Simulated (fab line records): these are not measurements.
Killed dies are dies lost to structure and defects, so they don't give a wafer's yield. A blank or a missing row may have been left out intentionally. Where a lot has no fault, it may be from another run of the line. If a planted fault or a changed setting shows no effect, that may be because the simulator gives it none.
Which tool was responsible? :: flow sky130 :: 8 lots, 24 wafers sampled, at 4 steps of a route of 708

## WHAT EACH GAUGE READ, for each wafer
SKY_SONOS_ONO_THK_MEAS_05.
lot: L210
measured: day 11 08:52
on: film metro-02
SONOS_ONO_CVD_04_THK (nm): 5.86 5.67 5.66

lot: L211
measured: day 11 20:07
on: film metro-04
SONOS_ONO_CVD_04_THK (nm): 5.77 5.84 5.75

lot: L212
measured: day 11 23:26
on: film metro-04
SONOS_ONO_CVD_04_THK (nm): 5.64 5.60 5.71

lot: L213
measured: day 12 04:53
on: film metro-04
SONOS_ONO_CVD_04_THK (nm): 5.78 5.80 5.68

lot: L214
measured: day 12 18:58
on: film metro-02
SONOS_ONO_CVD_04_THK (nm): 5.66 5.59 5.58

lot: L220
measured: day 14 16:25
on: film metro-04
SONOS_ONO_CVD_04_THK (nm): 5.48 5.45 5.44

lot: L221
measured: day 15 18:26
on: film metro-04
SONOS_ONO_CVD_04_THK (nm): 5.69 5.60 5.70

lot: L233
measured: day 19 10:03
on: film metro-02
SONOS_ONO_CVD_04_THK (nm): 5.65 5.69 5.64

SKY_LDD_HVN_OVL_MEAS_07.
lot: L210
measured: day 20 09:23
on: overlay-02
LDD_HVN_OVL (nm): -2.7 -3.0 -2.5

lot: L211
measured: day 20 23:12
on: overlay-02
LDD_HVN_OVL (nm): -0.1 -1.5 -0.9

lot: L212
measured: day 21 00:47
on: overlay-01
LDD_HVN_OVL (nm): -1.1 -2.0 -2.1

lot: L213
measured: day 20 23:10
on: overlay-01
LDD_HVN_OVL (nm): -0.3 -2.4 -1.1

lot: L214
measured: day 21 13:31
on: overlay-01
LDD_HVN_OVL (nm): -0.3 0.1 0.0

lot: L220
measured: day 24 05:59
on: overlay-01
LDD_HVN_OVL (nm): 1.6 0.6 1.7

lot: L221
measured: day 25 02:26
on: overlay-02
LDD_HVN_OVL (nm): 1.8 -0.7 2.4

lot: L233
measured: day 28 13:07
on: overlay-02
LDD_HVN_OVL (nm): -0.7 2.3 0.4

SKY_SPACER_THK_MEAS_01.
lot: L210
measured: day 23 02:38
on: film metro-02
SPACER_CVD_00_THK (nm): 43.2 42.5 43.0

lot: L211
measured: day 23 16:56
on: film metro-01
SPACER_CVD_00_THK (nm): 42.8 42.7 42.6

lot: L212
measured: day 23 19:30
on: film metro-01
SPACER_CVD_00_THK (nm): 42.7 42.8 42.8

lot: L213
measured: day 23 15:43
on: film metro-01
SPACER_CVD_00_THK (nm): 43.1 43.3 42.7

lot: L214
measured: day 24 05:39
on: film metro-01
SPACER_CVD_00_THK (nm): 43.8 43.6 43.8

lot: L220
measured: day 26 19:22
on: film metro-01
SPACER_CVD_00_THK (nm): 64.5 64.0 64.3

lot: L221
measured: day 27 14:47
on: film metro-03
SPACER_CVD_00_THK (nm): 63.9 64.3 64.4

lot: L233
measured: day 31 01:46
on: film metro-03
SPACER_CVD_00_THK (nm): 42.7 42.8 43.0

## TOOL THAT RAN EACH LOT (tool first, then ch and the chambers of the sampled wafers, then the start)
lot: L210
SKY_SPACER_CVD_00: lpcvd-02 ch 0, day 23 00:49

lot: L211
SKY_SPACER_CVD_00: lpcvd-02 ch 0, day 23 15:43

lot: L212
SKY_SPACER_CVD_00: lpcvd-02 ch 0, day 23 18:17

lot: L213
SKY_SPACER_CVD_00: lpcvd-02 ch 0, day 23 14:31

lot: L214
SKY_SPACER_CVD_00: lpcvd-02 ch 0, day 24 04:26

lot: L220
SKY_SPACER_CVD_00: lpcvd-02 ch 1, day 26 18:10

lot: L221
SKY_SPACER_CVD_00: lpcvd-02 ch 0, day 27 12:58

lot: L233
SKY_SPACER_CVD_00: lpcvd-02 ch 1, day 31 00:33
- SKY_SPACER_CVD_00: deposits Si3N4 from DCS/NH3, target thk 43.1 nm, time 740 s.

## AS READ BY THE TOOLS THEMSELVES (means over the sampled wafers that have a number; for cases with no such wafer, the mark the record gives instead)
SKY_SPACER_CVD_00.
lot: L210
tool: lpcvd-02
pressure mtorr (mTorr): 249.7
zone power top pct (%): 26.9

lot: L211
tool: lpcvd-02
pressure mtorr (mTorr): 249.8
zone power top pct (%): 27.3

lot: L212
tool: lpcvd-02
pressure mtorr (mTorr): 250.0
zone power top pct (%): 26.9

lot: L213
tool: lpcvd-02
pressure mtorr (mTorr): 249.7
zone power top pct (%): 26.9

lot: L214
tool: lpcvd-02
pressure mtorr (mTorr): 250.2
zone power top pct (%): 26.9

lot: L220
tool: lpcvd-02
pressure mtorr (mTorr): 250.4
zone power top pct (%): 29.5

lot: L221
tool: lpcvd-02
pressure mtorr (mTorr): 250.0
zone power top pct (%): 27.0

lot: L233
tool: lpcvd-02
pressure mtorr (mTorr): 249.8
zone power top pct (%): 29.5

## THE ANSWER, worked out from the rows above alone
Rule: the usual values come from the lots themselves. Put in order of their means at a reading, lots are off if they are a third of the lots or fewer, leave a main group of 4 or more, and stand apart from it by a gap of 3 or more times the standard deviation of the main group's means; of several such gaps the widest counts. A main group is skipped when, at the precision printed for the reading in the tables above, its means are all equal. A lot without any number at a reading at which 4 lots or more have one is off too. The other lots that the step has rows for count as sound. Order of review: gauges by route order, followed by the tools' own readings, for which a lot's mean as printed above is used. The first step at which some lot is off is used, and at that step the reading that is off furthest; a lot without a number counts as furthest.
Off: L220, L221, at SKY_SPACER_THK_MEAS_01 (SPACER_CVD_00_THK). The main group: mean 43.0 nm, standard deviation 0.35.
If a tool, at a process step before that reading, ran all the lots that are off and no sound lot after the first of them, it fits. The gauges at SKY_SPACER_THK_MEAS_01 are tried like those tools. Not one of the candidates tried fits.

## WHAT THE SIMULATOR HAD INSERTED
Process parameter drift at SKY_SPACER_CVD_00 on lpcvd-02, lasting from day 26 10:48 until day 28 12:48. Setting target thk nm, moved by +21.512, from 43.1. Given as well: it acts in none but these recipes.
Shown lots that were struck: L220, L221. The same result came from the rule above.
